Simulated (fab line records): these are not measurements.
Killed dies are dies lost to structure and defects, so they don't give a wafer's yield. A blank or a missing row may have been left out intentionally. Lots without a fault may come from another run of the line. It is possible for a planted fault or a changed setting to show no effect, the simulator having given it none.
fab line records -- flow sfq-line
record: lots: 6, wafers: 18, last-day: 79
route steps=325 shown M0@32 I0@43 M1@58 I1@73 M8@325
lots that met no fault: taken from a fault-free run of the same line
start-h: the number of hours between the record's first day and the start of the first shown wafer of the lot -- wait-h: hours elapsed since this lot's preceding step -- " as in the row above -- L1.1+2: a row that stands for several wafers -- - no value present, or no start provided -- * or withheld: withheld -- < > ~ a bound
route shown NAME@n: NAME is a module with steps in the file, n the number in the route of the first one -- usual: average and standard deviation across the fault-free wafers -- same: alike in all rows -- chamber/n: place in a boat -- sites: the reading at each site -- _std_site: how widely they spread, as a standard deviation -- _edge_site: inner sites' mean taken away from outer sites' mean -- radius-mm: how far each site lies from the wafer's centre -- mask NAME#n: copy n -- behind: the last tool/chamber to shape the wafer -- hold: the reason the lot was held/the length of the hold in hours/how it ended -- device: names the non-switching transistor (n, p or np) -- end of line: tests of these same wafers at the route's end -- a step given without rows: its recipe and nothing more -- killed: at the first sort, the dies lost to defects and structure; wafer yield is something else -- map: dies across one wafer; x = killed, . = not, _ = none there
set.NAME: the run value of the setting; set.NAME@STEP: its run value at that earlier step -- model.NAME: the simulator's own value behind a step, which no gauge read
lots seen at some steps along the route; tables by step, rows by wafer
services: the hour from which a tool's chamber was out of use, counted from the record's first day as start-h (under 0 if before that day), plus the number of hours and why
== steps ==
step: SFQ_TRILAYER_M0_LITHO_COAT_026
recipe: resist: BARC, spin-rpm: 3000, resist-thk-nm: 62
step: SFQ_TRILAYER_M0_LITHO_COAT_021
recipe: resist: KrF, spin-rpm: 3000, resist-thk-nm: 600
step: SFQ_TRILAYER_M0_LITHO_SOFTBAKE_025
recipe: temp-c: withheld, time-s: withheld, resist: KrF
step: SFQ_TRILAYER_M0_LITHO_EXPOSE_022
recipe: mask-id: M0, na: 0.6, source-shape: conventional, sigma-outer: 0.65, target-cd-nm: 500, dose-mj: 14.4
step: SFQ_TRILAYER_M0_LITHO_PEB_024
recipe: peb-temp-c: 115, peb-time-s: 60, resist: KrF
step: SFQ_TRILAYER_M0_LITHO_DEVELOP_023
recipe: time-s: 60, resist: KrF
step: SFQ_M0_OVL_MEAS_906
usual: M0_OVL: 2/4.5
lot.wafer,tool,chamber,start-h,wait-h,M0_OVL[nm]
L766.2,overlay-02,-,164.75,0.1,-2
L766.5,overlay-02,-,164.75,0.1,-4
L766.6,overlay-02,-,164.75,0.1,3
L767.2,overlay-01,-,169.55,0.1,-4
L767.3,overlay-01,-,169.55,0.1,1
L767.4,overlay-01,-,169.55,0.1,2
L773.2,overlay-02,-,210.35,0.1,4
L773.4,overlay-02,-,210.35,0.1,-1
L773.6,overlay-02,-,210.35,0.1,-3
L775.1,overlay-02,-,221.15,0.1,15
L775.2,overlay-02,-,221.15,0.1,2
L775.3,overlay-02,-,221.15,0.1,10
L776.3,overlay-01,-,224.76,0.1,-4
L776.5,overlay-01,-,224.76,0.1,-3
L776.6,overlay-01,-,224.76,0.1,-2
L784.2,overlay-01,-,283.45,0.1,5
L784.3,overlay-01,-,283.45,0.1,6
L784.5,overlay-01,-,283.45,0.1,5
step: SFQ_TRILAYER_M0_BARC_OPEN_METAL_ETCH_031
recipe: mask-material: PR, chemistry: O2, target-depth-nm: 125, target: BARC, icp-w: 600, bias-w: 80, pressure-mtorr: 10, time-s: 41.7
usual: drypump-motor-current-A: 5.4/0.39, oes-product-au: 0.684/0.0049
same: time-s: 41.7
lot.wafer,tool,chamber,start-h,wait-h,drypump-motor-current-A,oes-product-au,rf-hours-counter-h
L766.2,rie-metal-04,0,164.78,0.0,5.1,0.686,128
L766.5,rie-metal-04,0,164.78,0.0,5.0,0.686,-
L766.6,rie-metal-04,1,164.78,0.0,4.9,0.692,-
L767.2,rie-metal-04,1,169.58,0.0,4.8,0.686,166
L767.3,rie-metal-04,1,169.58,0.0,4.8,0.683,-
L767.4,rie-metal-04,0,169.58,0.0,5.1,0.693,-
L773.2,rie-metal-04,0,210.38,0.0,5.1,0.683,137
L773.4,rie-metal-04,1,210.38,0.0,4.9,0.679,-
L773.6,rie-metal-04,1,210.38,0.0,4.9,0.679,-
L775.1,rie-metal-03,1,221.18,0.0,5.4,0.692,116
L775.2,rie-metal-03,0,221.18,0.0,5.3,0.683,117
L775.3,rie-metal-03,1,221.18,0.0,5.4,0.686,-
L776.3,rie-metal-03,0,224.80,0.0,5.3,0.691,-
L776.5,rie-metal-03,1,224.80,0.0,5.4,0.678,-
L776.6,rie-metal-03,0,224.80,0.0,5.3,0.681,-
L784.2,rie-metal-02,0,283.48,0.0,5.7,0.684,60
L784.3,rie-metal-02,0,283.48,0.0,5.7,0.694,-
L784.5,rie-metal-02,0,283.48,0.0,5.7,0.684,-
step: SFQ_TRILAYER_M0_ETCH_METAL_ETCH_024
recipe: target: Nb, stop-on: SiO2, mask-material: PR, chemistry: Cl2/Ar, target-depth-nm: 240, icp-w: 600, bias-w: 80, pressure-mtorr: 10, time-s: 120
step: SFQ_TRILAYER_M0_STRIP_STRIP_025
recipe: gas: O2, power-w: 200, platen-temp-c: 40, overash-fraction: 0.65, chemistry: O2, pressure-mtorr: 50
step: SFQ_TRILAYER_M0_STRIP_SOLV_CLEAN_026
recipe: chemistry: NMP, temp-c: 70, time-s: 600
step: SFQ_TRILAYER_I0_DEP_PECVD_027
recipe: material: SiO2, temp-c: 150, time-s: 111.11, pressure-torr: 2.4, rf-w: 183.3, precursor: SiH4/N2O, target-thk-nm: 500
step: SFQ_TRILAYER_I0_CMP_CMP_028
recipe: material: SiO2, down-force-psi: 3, platen-rpm: 60, pad-velocity-m-s: 0.94248
usual: head-pressure-psi: 2.999/0.0068, motor-current-A: 10.2/0.59, retaining-ring-pressure-frac: 1.000/0.0051, slurry-flow-ml-min: 150.0/0.45, time-to-endpoint-s: 215/9
lot.wafer,tool,chamber,start-h,wait-h,head-pressure-psi,motor-current-A,retaining-ring-pressure-frac,slurry-flow-ml-min,time-to-endpoint-s,model.SiO2_of_TRILAYER_I0_DEP_PECVD_027.thk-nm
L766.2,cmp-01,3,175.21,9.4,2.999,11.1,0.997,150.3,207,199.6
L766.5,cmp-01,2,176.71,10.9,3.003,11.1,0.999,149.9,215,199.7
L766.6,cmp-01,3,176.71,10.9,3.006,10.9,0.998,149.7,219,199.6
L767.2,cmp-01,3,177.71,7.1,2.992,11.5,1.009,150.5,215,198.9
L767.3,cmp-01,0,177.71,7.1,2.983,9.5,1.005,150.1,213,201.1
L767.4,cmp-01,2,179.21,8.6,3.005,10.2,0.999,149.9,212,199.6
L773.2,cmp-01,2,217.08,5.7,2.988,10.3,0.997,150.9,179,249.1
L773.4,cmp-01,3,217.08,5.7,3.005,10.9,1.008,150.4,181,251.4
L773.6,cmp-01,0,217.08,5.7,2.999,10.0,0.993,150.1,181,251.9
L775.2,cmp-01,3,231.58,9.4,3.003,10.5,1.002,150.5,188,250.6
L775.3,cmp-01,0,231.58,9.4,3.006,9.9,0.989,150.5,192,251.6
L775.1,cmp-01,1,231.58,9.4,2.992,10.3,0.996,149.7,174,249
L776.3,cmp-02,3,234.91,9.1,2.996,9.6,0.991,149.7,205,198.5
L776.6,cmp-02,3,236.91,11.1,3.016,9.8,0.999,149.9,206,199.8
L776.5,cmp-02,0,236.91,11.1,2.991,9.7,0.996,149.7,221,200.4
L784.2,cmp-01,0,287.42,2.9,3.002,9.5,1.001,150.6,211,201.4
L784.3,cmp-01,1,287.42,2.9,3.006,11.2,1.001,150.6,212,199.3
L784.5,cmp-01,0,289.42,4.9,2.999,9.7,0.994,149.7,234,201.4
step: SFQ_I0_BOW_MEAS_907
recipe: mode: bow
usual: I0_BOW: 3/7.2
lot.wafer,tool,chamber,start-h,wait-h,I0_BOW[um]
L766.2,film-metro-01,-,177.73,2.0,11
L766.5,film-metro-01,-,177.73,2.0,-10
L766.6,film-metro-01,-,177.73,2.0,-11
L767.2,film-metro-01,-,180.73,2.5,6
L767.3,film-metro-01,-,180.73,2.5,2
L767.4,film-metro-01,-,180.73,2.5,1
L773.2,film-metro-03,-,219.10,1.5,15
L773.4,film-metro-03,-,219.10,1.5,1
L773.6,film-metro-03,-,219.10,1.5,2
L775.1,film-metro-03,-,234.08,1.0,0
L775.2,film-metro-03,-,234.08,1.0,7
L775.3,film-metro-03,-,234.08,1.0,4
L776.3,film-metro-03,-,237.95,2.5,2
L776.5,film-metro-03,-,237.95,2.5,-10
L776.6,film-metro-03,-,237.95,2.5,8
L784.2,film-metro-01,-,289.94,2.0,-13
L784.3,film-metro-01,-,289.94,2.0,2
L784.5,film-metro-01,-,289.94,2.0,7
step: SFQ_TRILAYER_I0_METRO_MEASURE_029
usual: thk-nm: 200.4/1.3
lot.wafer,tool,chamber,start-h,wait-h,thk-nm
L766.2,film-metro-01,-,178.03,0.3,199.6
L766.5,film-metro-01,-,178.03,0.3,199.7
L766.6,film-metro-01,-,178.03,0.3,199.5
L767.2,film-metro-01,-,181.03,0.3,198.8
L767.3,film-metro-01,-,181.03,0.3,201.1
L767.4,film-metro-01,-,181.03,0.3,199.7
L773.2,film-metro-03,-,219.40,0.3,249.0
L773.4,film-metro-03,-,219.40,0.3,251.4
L773.6,film-metro-03,-,219.40,0.3,251.9
L775.1,film-metro-03,-,234.20,0.1,248.9
L775.2,film-metro-03,-,234.20,0.1,250.5
L775.3,film-metro-03,-,234.20,0.1,251.7
L776.3,film-metro-03,-,238.43,0.5,198.6
L776.5,film-metro-03,-,238.43,0.5,200.3
L776.6,film-metro-03,-,238.43,0.5,199.7
L784.2,film-metro-01,-,290.24,0.3,201.4
L784.3,film-metro-01,-,290.24,0.3,199.4
L784.5,film-metro-01,-,290.24,0.3,201.4
step: SFQ_TRILAYER_I0_VIA_LITHO_COAT_036
recipe: resist: BARC, spin-rpm: 3000, resist-thk-nm: 62
step: SFQ_TRILAYER_I0_VIA_LITHO_COAT_031
recipe: resist: KrF, spin-rpm: 3000, resist-thk-nm: 650
step: SFQ_TRILAYER_I0_VIA_LITHO_SOFTBAKE_035
recipe: temp-c: withheld, time-s: withheld, resist: KrF
step: SFQ_TRILAYER_I0_VIA_LITHO_EXPOSE_032
recipe: mask-id: I0, na: 0.6, source-shape: conventional, sigma-outer: 0.65, target-cd-nm: 500, dose-mj: 21.3
step: SFQ_TRILAYER_I0_VIA_LITHO_PEB_034
recipe: peb-temp-c: 115, peb-time-s: 60, resist: KrF
step: SFQ_TRILAYER_I0_VIA_LITHO_DEVELOP_033
recipe: time-s: 60, resist: KrF
step: SFQ_I0_OVL_MEAS_908
usual: I0_OVL: 0/6.7
lot.wafer,tool,chamber,start-h,wait-h,I0_OVL[nm]
L766.2,overlay-02,-,223.41,0.1,5
L766.5,overlay-02,-,223.41,0.1,0
L766.6,overlay-02,-,223.41,0.1,7
L767.2,overlay-01,-,227.01,0.1,4
L767.3,overlay-01,-,227.01,0.1,-7
L767.4,overlay-01,-,227.01,0.1,3
L773.2,overlay-02,-,274.87,0.1,-5
L773.4,overlay-02,-,274.87,0.1,-1
L773.6,overlay-02,-,274.87,0.1,0
L775.1,overlay-02,-,291.21,0.1,-1
L775.2,overlay-02,-,291.21,0.1,0
L775.3,overlay-02,-,291.21,0.1,-3
L776.3,overlay-01,-,296.03,0.1,-6
L776.5,overlay-01,-,296.03,0.1,1
L776.6,overlay-01,-,296.03,0.1,-6
L784.2,overlay-01,-,351.22,0.1,-4
L784.3,overlay-01,-,351.22,0.1,8
L784.5,overlay-01,-,351.22,0.1,2
step: SFQ_TRILAYER_I0_VIA_BARC_OPEN_VIA_ETCH_046
recipe: mask-material: PR, chemistry: O2, target-depth-nm: 125, target: BARC, source-w: 500, bias-w: 80, pressure-mtorr: 30, time-s: 41.7
step: SFQ_TRILAYER_I0_VIA_ETCH_VIA_ETCH_034
recipe: target: SiO2, stop-on: Nb, mask-material: PR, taper-deg: 20, chemistry: CHF3, target-depth-nm: 260, source-w: 500, bias-w: 80, pressure-mtorr: 30, time-s: withheld
usual: drypump-motor-current-A: 5.7/0.32, oes-product-au: 0.856/0.0049
lot.wafer,tool,chamber,start-h,wait-h,drypump-motor-current-A,oes-product-au,model.I0.feature-depth-nm,model.etch.depth-nm
L766.2,rie-diel-02,3,223.48,0.0,5.8,0.850,199.6,199.6
L766.5,rie-diel-02,1,223.48,0.0,5.4,0.856,199.7,199.7
L766.6,rie-diel-02,2,223.48,0.0,5.8,0.864,199.6,199.6
L767.2,rie-diel-03,1,227.08,0.0,5.4,0.854,198.9,198.9
L767.3,rie-diel-03,0,227.08,0.0,4.8,0.867,201.1,201.1
L767.4,rie-diel-03,3,227.08,0.0,5.9,0.856,199.6,199.6
L773.2,rie-diel-01,3,274.94,0.0,6.2,0.968,249.1,249.1
L773.4,rie-diel-01,0,274.94,0.0,5.6,0.977,251.4,251.4
L773.6,rie-diel-01,2,274.94,0.0,5.8,0.971,251.9,251.9
L775.1,rie-diel-02,3,291.29,0.0,5.8,0.974,249,249
L775.2,rie-diel-02,0,291.29,0.0,6.1,0.978,250.6,250.6
L775.3,rie-diel-02,1,291.29,0.0,5.5,0.981,251.6,251.6
L776.3,rie-diel-03,0,296.09,0.0,4.8,0.852,198.5,198.5
L776.5,rie-diel-03,0,296.09,0.0,4.8,0.854,200.4,200.4
L776.6,rie-diel-03,3,296.09,0.0,5.8,0.852,199.8,199.8
L784.2,rie-diel-01,0,351.29,0.0,5.6,0.857,201.4,201.4
L784.3,rie-diel-01,2,351.29,0.0,5.8,0.851,199.3,199.3
L784.5,rie-diel-01,2,351.29,0.0,5.8,0.858,201.4,201.4
step: SFQ_TRILAYER_I0_VIA_STRIP_STRIP_035
recipe: gas: O2, power-w: 200, platen-temp-c: 40, overash-fraction: 0.65, chemistry: O2, pressure-mtorr: 50
step: SFQ_TRILAYER_I0_VIA_STRIP_SOLV_CLEAN_036
recipe: chemistry: NMP, temp-c: 70, time-s: 600
step: SFQ_TRILAYER_M1_DEP_PRE_CLEAN_038
recipe: gas: Ar, time-s: 22.5, bias-v: 250
same: time-s: 22.5
lot.wafer,tool,chamber,start-h,wait-h,model.SiO2_of_TRILAYER_I0_DEP_PECVD_027.thk-nm
L766.2+6,pvd-sputter-04,-,224.37,0.0,192.1
L766.5,pvd-sputter-04,-,224.37,0.0,192.2
L767.2,pvd-sputter-03,-,227.97,0.0,191.4
L767.3,pvd-sputter-03,-,227.97,0.0,193.6
L767.4,pvd-sputter-03,-,227.97,0.0,192.1
L773.2,pvd-sputter-06,-,275.83,0.0,241.6
L773.4,pvd-sputter-06,-,275.83,0.0,243.9
L773.6,pvd-sputter-06,-,275.83,0.0,244.4
L775.1,pvd-sputter-06,-,292.18,0.0,241.5
L775.2,pvd-sputter-06,-,292.18,0.0,243.1
L775.3,pvd-sputter-06,-,292.18,0.0,244.1
L776.3,pvd-sputter-06,-,296.98,0.0,191
L776.5,pvd-sputter-06,-,296.98,0.0,192.9
L776.6,pvd-sputter-06,-,296.98,0.0,192.3
L784.2+5,pvd-sputter-04,-,352.18,0.0,193.9
L784.3,pvd-sputter-04,-,352.18,0.0,191.8
step: SFQ_TRILAYER_M1_DEP_SPUTTER_037
recipe: material: Nb, base-pressure-pa: 1.33e-06, chamber-pressure-pa: 0.1333, substrate-temp-c: 20, resputter-cathode-voltage-v: 400, target-thk-nm: 200, power-w: 2000, time-s: 133.3
usual: throttle-valve-pct: 29.8/1.1
same: time-s: 133.3
lot.wafer,tool,chamber,start-h,wait-h,throttle-valve-pct
L766.2,pvd-sputter-04,-,224.40,0.0,30.7
L766.5,pvd-sputter-04,-,224.40,0.0,30.9
L766.6,pvd-sputter-04,-,224.40,0.0,31.5
L767.2,pvd-sputter-03,-,228.00,0.0,30.1
L767.3,pvd-sputter-03,-,228.00,0.0,30.4
L767.4,pvd-sputter-03,-,228.00,0.0,28.9
L773.2,pvd-sputter-06,-,275.86,0.0,28.3
L773.4,pvd-sputter-06,-,275.86,0.0,28.7
L773.6,pvd-sputter-06,-,275.86,0.0,28.0
L775.1,pvd-sputter-06,-,292.21,0.0,28.7
L775.2,pvd-sputter-06,-,292.21,0.0,29.2
L775.3,pvd-sputter-06,-,292.21,0.0,30.9
L776.3,pvd-sputter-06,-,297.01,0.0,28.4
L776.5,pvd-sputter-06,-,297.01,0.0,28.2
L776.6,pvd-sputter-06,-,297.01,0.0,30.8
L784.2,pvd-sputter-04,-,352.21,0.0,30.1
L784.3,pvd-sputter-04,-,352.21,0.0,31.2
L784.5,pvd-sputter-04,-,352.21,0.0,30.1
step: SFQ_M1_RS_MEAS_909
recipe: thk-meas-gauge: four-point-probe, reads: Nb_of_TRILAYER_M1_DEP_SPUTTER_037
usual: M1_NB_RS: 0.887/0.013
lot.wafer,tool,chamber,start-h,wait-h,M1_NB_RS[ohm/sq]
L766.2,film-metro-02,-,224.51,0.1,0.894
L766.5,film-metro-02,-,224.51,0.1,0.893
L766.6,film-metro-02,-,224.51,0.1,0.882
L767.2,film-metro-01,-,228.11,0.1,0.888
L767.3,film-metro-01,-,228.11,0.1,0.889
L767.4,film-metro-01,-,228.11,0.1,0.899
L773.2,film-metro-01,-,275.97,0.1,0.883
L773.4,film-metro-01,-,275.97,0.1,0.880
L773.6,film-metro-01,-,275.97,0.1,0.885
L775.1,film-metro-01,-,292.30,0.0,0.881
L775.2,film-metro-01,-,292.30,0.0,0.887
L775.3,film-metro-01,-,292.30,0.0,0.857
L776.3,film-metro-04,-,297.14,0.1,0.880
L776.5,film-metro-04,-,297.14,0.1,0.876
L776.6,film-metro-04,-,297.14,0.1,0.862
L784.2,film-metro-04,-,352.32,0.1,0.905
L784.3,film-metro-04,-,352.32,0.1,0.886
L784.5,film-metro-04,-,352.32,0.1,0.901
step: SFQ_TRILAYER_M1_LITHO_COAT_044
recipe: resist: BARC, spin-rpm: 3000, resist-thk-nm: 62
step: SFQ_TRILAYER_M1_LITHO_COAT_039
recipe: resist: KrF, spin-rpm: 3000, resist-thk-nm: 600
step: SFQ_TRILAYER_M1_LITHO_SOFTBAKE_043
recipe: temp-c: withheld, time-s: withheld, resist: KrF
step: SFQ_TRILAYER_M1_LITHO_EXPOSE_040
recipe: mask-id: M1, na: 0.6, source-shape: conventional, sigma-outer: 0.65, target-cd-nm: 500, dose-mj: 14.4
step: SFQ_TRILAYER_M1_LITHO_PEB_042
recipe: peb-temp-c: 115, peb-time-s: 60, resist: KrF
step: SFQ_TRILAYER_M1_LITHO_DEVELOP_041
recipe: time-s: 60, resist: KrF
step: SFQ_M1_OVL_MEAS_911
usual: M1_OVL: 1/5.2
lot.wafer,tool,chamber,start-h,wait-h,M1_OVL[nm]
L766.2,overlay-02,-,280.87,0.1,-3
L766.5,overlay-02,-,280.87,0.1,6
L766.6,overlay-02,-,280.87,0.1,0
L767.2,overlay-01,-,283.27,0.1,6
L767.3,overlay-01,-,283.27,0.1,4
L767.4,overlay-01,-,283.27,0.1,3
L773.2,overlay-01,-,333.22,0.1,4
L773.4,overlay-01,-,333.22,0.1,-4
L773.6,overlay-01,-,333.22,0.1,-1
L775.1,overlay-01,-,352.41,0.1,-3
L775.2,overlay-01,-,352.41,0.1,11
L775.3,overlay-01,-,352.41,0.1,2
L776.3,overlay-01,-,357.23,0.1,6
L776.5,overlay-01,-,357.23,0.1,-3
L776.6,overlay-01,-,357.23,0.1,1
L784.2,overlay-01,-,413.84,0.1,4
L784.3,overlay-01,-,413.84,0.1,-3
L784.5,overlay-01,-,413.84,0.1,-5
step: SFQ_TRILAYER_M1_BARC_OPEN_METAL_ETCH_054
recipe: mask-material: PR, chemistry: O2, target-depth-nm: 125, target: BARC, icp-w: 600, bias-w: 80, pressure-mtorr: 10, time-s: 41.7
usual: drypump-motor-current-A: 5.16/0.19, oes-product-au: 0.685/0.0044
same: time-s: 41.7
lot.wafer,tool,chamber,start-h,wait-h,drypump-motor-current-A,oes-product-au,rf-hours-counter-h
L766.2,rie-metal-03,0,280.90,0.0,5.31,0.687,129
L766.5,rie-metal-03,0,280.90,0.0,5.32,0.684,-
L766.6,rie-metal-03,1,280.90,0.0,5.41,0.691,-
L767.2,rie-metal-03,0,283.30,0.0,5.28,0.684,129
L767.3,rie-metal-03,1,283.30,0.0,5.42,0.685,-
L767.4,rie-metal-03,0,283.30,0.0,5.29,0.683,-
L773.2,rie-metal-03,1,333.25,0.0,5.43,0.695,139
L773.4,rie-metal-03,1,333.25,0.0,5.42,0.682,-
L773.6,rie-metal-03,1,333.25,0.0,5.42,0.682,-
L775.1,rie-metal-03,1,352.45,0.0,5.42,0.692,142
L775.2,rie-metal-03,0,352.45,0.0,5.30,0.676,143
L775.3,rie-metal-03,1,352.45,0.0,5.40,0.684,-
L776.3,rie-metal-04,1,357.27,0.0,4.82,0.681,-
L776.5,rie-metal-04,0,357.27,0.0,5.06,0.685,-
L776.6,rie-metal-04,1,357.27,0.0,4.85,0.684,-
L784.2,rie-metal-04,1,413.89,0.0,4.87,0.685,-
L784.3,rie-metal-04,1,413.89,0.0,4.88,0.680,-
L784.5,rie-metal-04,1,413.89,0.0,4.89,0.684,-
step: SFQ_TRILAYER_M1_ETCH_METAL_ETCH_042
recipe: target: Nb, stop-on: SiO2, mask-material: PR, chemistry: Cl2/Ar, target-depth-nm: 240, icp-w: 600, bias-w: 80, pressure-mtorr: 10, time-s: 120
step: SFQ_TRILAYER_M1_STRIP_STRIP_043
recipe: gas: O2, power-w: 200, platen-temp-c: 40, overash-fraction: 0.65, chemistry: O2, pressure-mtorr: 50
usual: drypump-motor-current-A: 5.16/0.19, oes-product-au: 1.006/0.011
lot.wafer,tool,chamber,start-h,wait-h,drypump-motor-current-A,oes-product-au,rf-hours-counter-h
L766.2,rie-metal-03,0,281.08,0.1,5.30,0.994,129
L766.5,rie-metal-03,0,281.08,0.1,5.32,1.000,-
L766.6,rie-metal-03,1,281.08,0.1,5.40,1.014,-
L767.2,rie-metal-03,0,283.48,0.1,5.30,1.001,130
L767.3,rie-metal-03,1,283.48,0.1,5.41,1.005,-
L767.4,rie-metal-03,0,283.48,0.1,5.29,1.001,-
L773.2,rie-metal-03,1,333.43,0.1,5.43,1.025,139
L773.4,rie-metal-03,1,333.43,0.1,5.42,1.011,-
L773.6,rie-metal-03,1,333.43,0.1,5.42,1.007,-
L775.1,rie-metal-03,1,352.63,0.1,5.43,1.006,143
L775.2,rie-metal-03,0,352.63,0.1,5.28,0.992,144
L775.3,rie-metal-03,1,352.63,0.1,5.42,1.006,-
L776.3,rie-metal-04,1,357.63,0.2,4.84,0.993,-
L776.5,rie-metal-04,0,357.63,0.2,5.07,0.996,-
L776.6,rie-metal-04,1,357.63,0.2,4.84,0.994,-
L784.2,rie-metal-04,1,414.44,0.4,4.87,1.006,-
L784.3,rie-metal-04,1,414.44,0.4,4.86,0.988,-
L784.5,rie-metal-04,1,414.44,0.4,4.90,1.003,-
step: SFQ_TRILAYER_M1_STRIP_SOLV_CLEAN_044
recipe: chemistry: NMP, temp-c: 70, time-s: 600
step: SFQ_TRILAYER_I1_DEP_PECVD_045
recipe: material: SiO2, temp-c: 150, time-s: 111.11, pressure-torr: 2.4, rf-w: 183.3, precursor: SiH4/N2O, target-thk-nm: 500
usual: heater-power-w: 79/14, throttle-valve-pct: 24.5/1.5
same: time-s: 111.11
lot.wafer,tool,chamber,start-h,wait-h,heater-power-w,since-wet-clean-h,throttle-valve-pct
L766.2,pecvd-04,2,281.86,0.0,80,827,24.4
L766.5,pecvd-04,1,281.86,0.0,107,-,24.1
L766.6,pecvd-04,2,281.86,0.0,67,-,24.5
L767.2,pecvd-02,0,284.26,0.0,88,1199,28.2
L767.3,pecvd-02,2,284.26,0.0,72,1199,24.1
L767.4,pecvd-02,1,284.26,0.0,52,-,25.0
L773.2,pecvd-01,2,334.21,0.0,77,126,23.0
L773.4,pecvd-01,2,334.21,0.0,83,-,23.1
L773.6,pecvd-01,0,334.21,0.0,88,-,23.6
L775.1,pecvd-04,0,353.41,0.0,83,898,25.9
L775.2,pecvd-04,1,353.41,0.0,116,898,24.5
L775.3,pecvd-04,2,353.41,0.0,76,898,24.5
L776.3,pecvd-01,0,358.21,0.0,84,150,23.7
L776.5,pecvd-01,1,358.21,0.0,60,-,22.9
L776.6,pecvd-01,2,358.21,0.0,80,-,23.0
L784.2,pecvd-04,1,415.62,0.0,108,960,24.8
L784.3,pecvd-04,2,415.62,0.0,77,960,24.7
L784.5,pecvd-04,2,415.62,0.0,78,-,24.7
step: SFQ_M8_BOW_MEAS_951
recipe: mode: bow
usual: M8_BOW: 12/12
lot.wafer,tool,chamber,start-h,wait-h,M8_BOW[um],model.etest.i0.link-ohm
L766.2,film-metro-01,-,1817.92,0.0,13,1.966
L766.5,film-metro-01,-,1817.92,0.0,-9,1.97
L766.6,film-metro-01,-,1817.92,0.0,-8,1.951
L767.2,film-metro-01,-,1826.49,0.0,17,1.961
L767.3,film-metro-01,-,1826.49,0.0,12,1.972
L767.4,film-metro-01,-,1826.49,0.0,12,2.004
L773.2,film-metro-01,-,1861.04,0.0,36,1.989
L773.4,film-metro-01,-,1861.04,0.0,21,1.992
L773.6,film-metro-01,-,1861.04,0.0,23,2
L775.1,film-metro-03,-,1876.62,0.0,-2,2.006
L775.2,film-metro-03,-,1876.62,0.0,6,2.015
L775.3,film-metro-03,-,1876.62,0.0,1,1.955
L776.3,film-metro-01,-,1879.06,0.0,-2,1.941
L776.5,film-metro-01,-,1879.06,0.0,-13,1.951
L776.6,film-metro-01,-,1879.06,0.0,3,1.932
L784.2,film-metro-02,-,1900.64,0.0,-13,1.983
L784.3,film-metro-02,-,1900.64,0.0,-1,1.956
L784.5,film-metro-02,-,1900.64,0.0,4,1.973
== services ==
tool,chamber,start-h,hours,kind
cmp-01,-,142.23,2.5,repair
film-metro-03,-,145.40,0.7,pm
film-metro-01,-,148.31,0.8,pm
film-metro-03,-,156.19,2.4,pm
pvd-sputter-06,-,179.79,3.3,repair
pvd-sputter-06,-,181.82,1.6,repair
cmp-01,-,191.37,3.7,repair
film-metro-01,-,229.49,2.5,pm
pvd-sputter-04,-,231.56,3.4,repair
cmp-01,-,234.08,4.0,pm
film-metro-01,-,240.22,0.4,pm
film-metro-01,-,251.26,1.7,pm
rie-metal-04,-,271.44,0.1,repair
pecvd-04,0,280.40,10.4,repair
pvd-sputter-06,-,284.31,1.8,repair
pecvd-04,2,286.73,13.4,repair
cmp-01,-,298.48,3.0,repair
pvd-sputter-04,-,313.71,4.9,repair
rie-metal-03,-,325.92,2.1,repair
cmp-01,-,342.23,2.8,repair
rie-metal-03,-,355.40,0.2,repair
cmp-01,-,363.94,1.9,repair
pvd-sputter-04,-,382.56,5.6,repair
rie-metal-04,0,409.70,9.2,repair
== key ==
first-sign: step: SFQ_TRILAYER_I0_CMP_CMP_028, reading: time-to-endpoint-s, direction: down, sigmas: 3.7, usual: *, struck: *
effect: step: SFQ_TRILAYER_I0_METRO_MEASURE_029, reading: thk-nm, direction: up, sigmas: 39, usual: 200.4, struck: 250.6
effect: step: SFQ_TRILAYER_I0_VIA_ETCH_VIA_ETCH_034, reading: oes-product-au, direction: up, sigmas: 24, usual: 0.856, struck: 0.975
model-effect: step: SFQ_TRILAYER_I0_CMP_CMP_028, value: SiO2_of_TRILAYER_I0_DEP_PECVD_027.thk-nm, without: 200.6, struck: 250.6
model-effect: step: SFQ_TRILAYER_I0_VIA_ETCH_VIA_ETCH_034, value: I0.feature-depth-nm, without: 200.6, struck: 250.6
model-effect: step: SFQ_TRILAYER_M1_DEP_PRE_CLEAN_038, value: SiO2_of_TRILAYER_I0_DEP_PECVD_027.thk-nm, without: 193.1, struck: 243.1
model-effect: step: SFQ_M8_BOW_MEAS_951, value: etest.i0.link-ohm, without: 1.947, struck: 1.993
met-at SFQ_TRILAYER_I0_CMP_CMP_028
struck-wafers L773.2,L773.4,L773.6,L775.1,L775.2,L775.3
onset-between 177.71 217.08
fault: kind: process-parameter-drift, tool: cmp-01, chamber: -, onset-h: 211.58, steps: SFQ_TRILAYER_I0_CMP_CMP_028, channel: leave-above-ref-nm, offset: 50, shape: step, end-h: 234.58, acts-in: these-recipes-only, stated: 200
